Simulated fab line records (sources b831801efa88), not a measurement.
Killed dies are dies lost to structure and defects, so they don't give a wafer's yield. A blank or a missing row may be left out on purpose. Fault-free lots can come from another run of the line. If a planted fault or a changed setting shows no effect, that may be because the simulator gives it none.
A lot that was struck, set against a sound lot	flow sky130	28 out of 708 route steps
Sound: the wafers L967.1, L967.4, L967.5. Struck: wafers L971.2, L971.4, L971.5. Last of all comes the cause.
At each step with rows: each side's tool, then ch and its chambers, then its first start. Under that, the readings that differ: sound wafers	struck wafers	difference of the means	sigmas: that difference in standard deviations of wafers without a fault.
alike: readings with means less than 2 such deviations apart, plus words and numbers identical on both sides. not compared: withheld readings, readings lacking a value on some wafer, bounds such as >300 that could conceal the same value, and numbers that have no deviation in the record and whose values overlap.
The two part at a step that has a row with sigmas, a row that says differs or no value, or rows on one side only. Numbers that don't overlap but have no deviation are shown without sigmas and don't part them. A reading missing from all wafers of one side parts the sides only when that side holds two or more wafers.

SKY_SD_P_OVL_MEAS_08:
  sound on overlay-02, day 25 16:49; struck on overlay-02, day 27 22:26
  alike: SD_P_OVL
following that, these wafers have no rows for 1 step: SKY_SD_P_IMPLANT_09.
SKY_SD_P_STRIP_10: strips in O2/N2.
  sound on plasma asher-02 ch 0,1, day 25 16:59; struck on plasma asher-03 ch 0,1, day 27 22:37
  alike: drypump motor current A, oes product au, strip time to endpoint s
  not compared: rf hours counter h
SKY_SD_P_TW_MEAS_11:
  sound on film metro-02, day 25 17:05; struck on film metro-04, day 27 22:44
  alike: SD_P_TW
then, 8 steps without rows for these wafers: SKY_RES_XHIGH_DEHYDRATE_00 (time 60 s); SKY_RES_XHIGH_HMDS_01 (prime time 60 s); SKY_RES_XHIGH_COAT_02 (resist thk 1140 nm); SKY_RES_XHIGH_SOFTBAKE_03 (time 60 s); SKY_RES_XHIGH_EXPOSE_04 (exposes mask URPM, target cd 1270 nm); SKY_RES_XHIGH_PEB_05; SKY_RES_XHIGH_DEVELOP_06 (develop time 60 s); SKY_RES_XHIGH_IMPLANT_07.
SKY_RES_XHIGH_STRIP_08: strips in O2/N2.
  sound on plasma asher-01 ch 0,1, day 26 21:50; struck on plasma asher-02 ch 0,1, day 29 03:22
reading	sound	struck	difference	sigmas
oes product au (a.u.)	0.713 0.705 0.709	0.942 0.945 0.938	+0.233	+58
strip time to endpoint s (s)	14.27 14.30 14.30	- - -	no value on the struck wafers	
model.NOVOLAK_of_RES_XHIGH_COAT_02.thk nm (nm)	0 0 0	243.1 243.3 243.6	+243.3	
  alike: drypump motor current A
  not compared: rf hours counter h
SKY_RES_XHIGH_TW_MEAS_09:
  sound on film metro-04, day 26 21:56; struck on film metro-04, day 29 03:28
  alike: RES_XHIGH_TW
then, 7 steps without rows for these wafers: SKY_SD_N_DEHYDRATE_00 (time 60 s); SKY_SD_N_HMDS_01 (prime time 60 s); SKY_SD_N_COAT_02 (resist thk 1140 nm); SKY_SD_N_SOFTBAKE_03 (time 60 s); SKY_SD_N_EXPOSE_04 (exposes mask NSDM, target cd 380 nm); SKY_SD_N_PEB_05; SKY_SD_N_DEVELOP_06 (develop time 60 s).
SKY_SD_N_CD_MEAS_07: the cd target is 380 nm.
  sound on cd sem-01, day 28 02:20; struck on cd sem-02, day 30 07:28
  alike: cd nm
SKY_SD_N_OVL_MEAS_08:
  sound on overlay-02, day 28 02:28; struck on overlay-02, day 30 07:34
  alike: SD_N_OVL
then, 2 steps without rows for these wafers: SKY_SD_N_IMPLANT_09; SKY_SD_N_IMPLANT_10.
SKY_SD_N_STRIP_11: strips in O2/N2.
  sound on plasma asher-03 ch 0, day 28 02:47; struck on plasma asher-03 ch 0,1, day 30 07:53
reading	sound	struck	difference	sigmas
oes product au (a.u.)	0.527 0.527 0.525	0.553 0.554 0.556	+0.028	+6
strip time to endpoint s (s)	22.57 22.56 22.55	26.14 26.16 26.16	+3.59	+90
  alike: drypump motor current A
  not compared: rf hours counter h
SKY_SD_N_TW_MEAS_12:
  sound on film metro-03, day 28 02:53; struck on film metro-04, day 30 08:17
reading	sound	struck	difference	sigmas
SD_N_TW	3950 3971 3946	30 30 30	-3926	-99 or more
  not compared: hold
SKY_PAD_OPEN_PROBE_99:
  sound wafers here have rows in the record (prober-01, day 45 20:42); struck ones have none

== WHERE THEY PART ==
Earliest at SKY_RES_XHIGH_STRIP_08; latest, in this record, at SKY_PAD_OPEN_PROBE_99.

WHY: whatever the simulator had introduced
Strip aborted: plasma asher-02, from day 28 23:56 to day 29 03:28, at SKY_RES_XHIGH_STRIP_08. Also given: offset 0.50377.
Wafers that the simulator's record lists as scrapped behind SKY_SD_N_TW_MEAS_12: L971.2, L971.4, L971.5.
